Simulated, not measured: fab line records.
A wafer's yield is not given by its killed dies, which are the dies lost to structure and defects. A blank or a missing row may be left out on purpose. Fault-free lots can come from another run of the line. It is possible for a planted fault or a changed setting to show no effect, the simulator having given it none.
A lot that was struck, set against a sound lot    flow sky130    15 out of 708 route steps
Sound: these wafers, L896.1, L896.3, L896.4. Wafers struck: L908.1, L908.5, L908.6. At the end, the cause is stated.
Each step with rows lists, per side, the tool, then ch with its chambers, then its first start. Under that, the readings that differ: sound wafers    struck wafers    difference of the means    sigmas: that difference in standard deviations of wafers without a fault.
alike: same words and numbers on both sides, and readings whose means sit less than 2 such deviations apart. not compared: any withheld reading, any reading some wafer has no value for, any bound like >300 that may hide the same value, and any number with overlapping values for which the record gives no deviation.
Wherever a step has rows on one side only, a row that says differs or no value, or a row with sigmas, the two part there. Numbers that have no deviation but don't overlap get no sigmas and don't part them. A reading missing from all wafers of one side parts the sides only when that side holds two or more wafers.

first, 7 steps without rows for these wafers: SKY_CONTACT_HMDS_07 (prime time 60 s); SKY_CONTACT_COAT_08 (resist thk 60 nm); SKY_CONTACT_COAT_09 (resist thk 450 nm); SKY_CONTACT_SOFTBAKE_10 (time 90 s); SKY_CONTACT_EXPOSE_11 (exposes mask CTM1, target cd 170 nm); SKY_CONTACT_PEB_12; SKY_CONTACT_DEVELOP_13 (develop time 60 s).
SKY_CONTACT_CD_MEAS_14: target cd 170 nm.
  struck on cd_sem-02, day 35 20:49; sound on cd_sem-01, day 31 19:38
reading     sound              struck             difference  sigmas
cd_nm (nm)  174.1 174.3 173.0  169.8 169.8 169.2  -4.2        -2
SKY_CONTACT_OVL_MEAS_15:
  struck on overlay-01, day 35 20:56; sound on overlay-01, day 31 19:45
  alike: CONTACT_OVL
SKY_CONTACT_ETCH_16: etches BARC in N2/H2, stops on SiO2, time 45.9 s, target depth 60 nm.
  sound on rie_diel-02 ch 0,2,3, day 31 19:47; struck on rie_diel-04 ch 0,2,3, day 35 20:58
  alike: drypump_motor_current_A, oes_product_au, throttle_valve_pct
  not compared: rf_hours_counter_h
SKY_CONTACT_ETCH_17: etches SiO2 in C4F8/O2/Ar, stops on Si3N4, target depth 340 nm.
  sound on rie_diel-02 ch 0,2,3, day 31 19:50; struck on rie_diel-04 ch 0,2,3, day 35 21:01
  alike: oes_product_au
SKY_CONTACT_ETCH_18: etches Si3N4 in CHF3/O2, stops on TiN, time 39 s, target depth 75 nm.
  sound: rie_diel-02 ch 0,2,3; struck: rie_diel-04 ch 0,2,3
  alike: O2_flow_sccm, drypump_motor_current_A, oes_product_au, throttle_valve_pct
  not compared: rf_hours_counter_h
SKY_CONTACT_STRIP_19: strips in O2/N2.
  sound on plasma_asher-04 ch 0,1, day 31 19:55; struck on plasma_asher-02 ch 0,1, day 35 21:06
  no value came back on the struck wafers for chamber_pressure_mTorr (mTorr), drypump_motor_current_A (A), oes_product_au (a.u.), strip_time_to_endpoint_s (s); on the sound wafers chamber_pressure_mTorr (mTorr) reads 1500.8 1500.0 1499.6
reading                                         sound  struck             difference  sigmas
model.KrF-thick_of_CONTACT_COAT_09.thk_nm (nm)  0 0 0  243.4 244.7 241.3  +243.1      
  not compared: rf_hours_counter_h
then, 1 step without rows for these wafers: SKY_CONTACT_STRIP_20 (strips in post etch residue remover, time 1200 s).
-- the record jumps here: 13 days lie between the struck wafers' starts before and after (it left off in module CONTACT and takes up again in module PAD_OPEN, whose first step shown is number 708 of the route) --
SKY_PAD_OPEN_PROBE_99:
  the record has rows for the struck wafers here (prober-02, day 49 00:41) and none for the sound ones

## WHERE THEY PART
Earliest at SKY_CONTACT_CD_MEAS_14; latest, in this record, at SKY_PAD_OPEN_PROBE_99.

WHY: whatever the simulator had introduced
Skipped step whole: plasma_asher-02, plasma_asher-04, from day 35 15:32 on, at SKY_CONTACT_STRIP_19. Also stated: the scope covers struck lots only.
